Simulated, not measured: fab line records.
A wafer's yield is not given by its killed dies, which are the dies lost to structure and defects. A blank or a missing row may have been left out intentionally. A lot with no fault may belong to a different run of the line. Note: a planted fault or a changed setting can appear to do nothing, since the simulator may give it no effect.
Which of the tools did it? | flow sky130 | 13 lots with 39 wafers sampled at 3 steps, on a route of 708 steps

## WHAT THE GAUGES READ, wafer by wafer
SKY_LOCAL_INTERCONNECT_CD_MEAS_11: the cd target is 170 nm.
lot  | measured     | on        | cd-nm (nm)
L503 | day 29 12:28 | cd-sem-02 | 170.9 171.1 170.7
L506 | day 31 00:01 | cd-sem-02 | 169.7 169.7 171.5
L508 | day 32 05:15 | cd-sem-01 | 168.1 169.0 171.2
L509 | day 32 10:56 | cd-sem-01 | 168.9 167.7 167.9
L510 | day 32 15:04 | cd-sem-01 | 170.1 169.1 167.7
L512 | day 33 13:31 | cd-sem-02 | 170.1 169.9 171.3
L515 | day 34 01:53 | cd-sem-02 | 169.0 169.1 168.8
L519 | day 36 00:30 | cd-sem-02 | 168.5 168.9 168.8
L522 | day 36 12:31 | cd-sem-01 | 172.4 171.5 170.9
L523 | day 37 05:27 | cd-sem-02 | 170.0 170.5 170.8
L524 | day 38 00:19 | cd-sem-02 | 170.7 170.8 169.5
L525 | day 37 23:58 | cd-sem-01 | 168.3 168.4 168.1
L526 | day 38 04:32 | cd-sem-02 | 167.7 169.6 168.2

## TOOL THAT RAN EACH LOT (tool first, then ch and the chambers of the sampled wafers, then the start)
lot  | SKY_LDD_N_IMPLANT_11            | SKY_LI_CONTACT_SPUTTER_20
L503 | implanter-02 ch 0, day 17 02:16 | pvd-sputter-01, day 28 10:52
L506 | implanter-02 ch 0, day 18 12:50 | pvd-sputter-01, day 29 20:05
L508 | implanter-03 ch 0, day 19 23:18 | pvd-sputter-02, day 31 02:20
L509 | implanter-03 ch 0, day 20 09:34 | pvd-sputter-01, day 31 07:55
L510 | implanter-01 ch 0, day 20 13:12 | pvd-sputter-03, day 31 11:10
L512 | implanter-03 ch 0, day 21 11:55 | pvd-sputter-03, day 32 10:44
L515 | implanter-03 ch 0, day 22 01:46 | pvd-sputter-03, day 32 23:20
L519 | implanter-01 ch 0, day 24 00:42 | pvd-sputter-03, day 34 21:41
L522 | implanter-01 ch 0, day 24 16:10 | pvd-sputter-03, day 35 09:37
L523 | implanter-01 ch 0, day 25 16:15 | pvd-sputter-03, day 36 02:14
L524 | implanter-03 ch 0, day 26 09:09 | pvd-sputter-03, day 36 21:13
L525 | implanter-03 ch 0, day 26 10:49 | pvd-sputter-01, day 36 20:56
L526 | implanter-03 ch 0, day 26 18:25 | pvd-sputter-03, day 37 01:23
- SKY_LDD_N_IMPLANT_11
- SKY_LI_CONTACT_SPUTTER_20: material TiN, target thk 20 nm, time 80 s.

## WHAT THE TOOLS THEMSELVES READ (means of the sampled wafers that have a number; where no wafer has one, the mark that the record gives instead)
SKY_LDD_N_IMPLANT_11.
lot  | tool         | dose-ions-cm2 | faraday-current-uA
L503 | implanter-02 | 7.5e+13       | 427
L506 | implanter-02 | 7.5e+13       | 422
L508 | implanter-03 | 7.5e+13       | 418
L509 | implanter-03 | 7.5e+13       | 425
L510 | implanter-01 | 7.5e+13       | 424
L512 | implanter-03 | 7.5e+13       | 427
L515 | implanter-03 | 7.5e+13       | 419
L519 | implanter-01 | 7.5e+13       | 417
L522 | implanter-01 | 6.9e+13       | 386
L523 | implanter-01 | 6.9e+13       | 388
L524 | implanter-03 | 7.5e+13       | 424
L525 | implanter-03 | 7.5e+13       | 418
L526 | implanter-03 | 7.5e+13       | 421

SKY_LI_CONTACT_SPUTTER_20.
lot  | tool           | throttle-valve-pct (%)
L503 | pvd-sputter-01 | 30.3
L506 | pvd-sputter-01 | 30.4
L508 | pvd-sputter-02 | 29.6
L509 | pvd-sputter-01 | 30.2
L510 | pvd-sputter-03 | 29.5
L512 | pvd-sputter-03 | 29.9
L515 | pvd-sputter-03 | 29.6
L519 | pvd-sputter-03 | 29.6
L522 | pvd-sputter-03 | 30.2
L523 | pvd-sputter-03 | 29.0
L524 | pvd-sputter-03 | 30.1
L525 | pvd-sputter-01 | 30.2
L526 | pvd-sputter-03 | 30.0

## THE ANSWER, worked out from the rows above alone
Rule: usual is defined by the lots themselves. Put in order of their means at a reading, lots are off if they are a third of the lots or fewer, leave a main group of 4 or more, and stand apart from it by a gap of 3 or more times the standard deviation of the main group's means; of several such gaps the widest counts. A main group whose means are all the same, to the digits that the tables above print for the reading, isn't used. A lot without any number at a reading at which 4 lots or more have one is off too. Any other lot the step has rows for is counted as sound. The gauges are gone through in route order, then the tools' own readings, and for those a lot's mean is taken as printed above. At the first step where some lot is off, the reading lying furthest off is the one used; lots without a number count as furthest.
Off, at SKY_LDD_N_IMPLANT_11 on faraday-current-uA: L522, L523. The main group has a mean of 422 with a standard deviation of 3.5.
If a tool, at that step or one of the process steps before it, ran each lot that is off and ran no sound lot following the first of them, it fits. One fits: SKY_LDD_N_IMPLANT_11 on implanter-01. Its last sound lot is L519 (day 24 00:42), its first lot that is off L522 (day 24 16:10): a fault that began between those two fits.
The tool's own readings at SKY_LDD_N_IMPLANT_11 bear it out: on the lots that are off they differ by more than 5 times the standard deviation of the sound lots' means. dose-ions-cm2 reads 6.9e+13 there against 7.5e+13 on the sound lots; faraday-current-uA reads 387 there against 422 on the sound lots.

## WHAT THE SIMULATOR PUT IN
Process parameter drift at SKY_LDD_N_IMPLANT_11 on implanter-01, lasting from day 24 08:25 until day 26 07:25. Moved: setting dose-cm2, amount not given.
Lots struck among those shown: L522, L523. The rule above reached the same finding.
